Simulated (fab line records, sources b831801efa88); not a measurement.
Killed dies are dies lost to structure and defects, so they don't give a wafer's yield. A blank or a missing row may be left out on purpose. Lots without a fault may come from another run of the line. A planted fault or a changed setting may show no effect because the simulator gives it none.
Problem report in the 8D (eight disciplines) form, filled by code | flow sky130 | the parts of the form that need people (team, actions taken, sign-off) are left out

1. THE PROBLEM
developer_temp_C at SKY_METAL2_DEVELOP_14 reads a mean of 21.88 C on 9 wafers of 3 lots; wafers without a fault read 21.01 C with a standard deviation of 0.1. That is +8.7 standard deviations from the usual mean.
The step: develop time 60 s.
First seen on wafer L504.4, day 37 09:00, on litho_track-03. The record holds 36 wafers of 12 lots with a number at this step. Rule for "out", or "out of limits": more than 4 standard deviations from the usual mean. The other wafers with a number count as sound.

2. WHAT IT IS AND WHAT IT IS NOT
question                    | is                     | is not
which readings at this step | developer_temp_C       | -
which lots                  | L504, L506, L507       | L501, L502, L505, L515, L518, L519, L520, L521, L522
which wafers of those lots  | all that have a number | -
read on which tools         | litho_track-03         | litho_track-01, litho_track-04
when                        | from day 37 09:00      | up to then (9 sound wafers); but 18 sound wafers of L515, L518, L519, L520, L521, L522 came after

3. SUSPECTS, AND WHAT RULES EACH OUT
Counting: a tool at a process step up to the reading stays a suspect if it ran every lot that is out and no sound lot after the first of them.
- litho_track-03 at SKY_METAL2_DEVELOP_14 (develop time 60 s): ruled out as a lasting fault. Sound lots L519 ran on it after its first lot that is out, L504 (day 37 09:00).
Left after counting: nothing in the record.

4. THE CAUSE (what the simulator had put in)
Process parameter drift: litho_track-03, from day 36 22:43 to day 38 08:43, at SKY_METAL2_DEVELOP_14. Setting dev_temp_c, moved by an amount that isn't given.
Counting ruled it out, wrongly.

5. THE CHAIN OF EFFECTS, in route order
Each row: a reading whose mean over the struck wafers that have a number lies more than 3 standard deviations from the usual. Only readings for which the record gives a usual standard deviation are gone through. hours: the time from each lot's start at the first step in this table that gives one to its start at this step, as a median over the lots. sigmas: the change in usual standard deviations.
hours | step                  | reading          | usual   | on struck wafers | change | sigmas
0     | SKY_METAL2_DEVELOP_14 | developer_temp_C | 21.01 C | 21.88            | +0.87  | +8.7
The process steps in it:
- SKY_METAL2_DEVELOP_14: develop time 60 s.

6. WHAT WOULD HAVE CAUGHT IT SOONER
In this record the first reading out of limits was taken at day 37 09:00, 10 hours after the fault began at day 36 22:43.
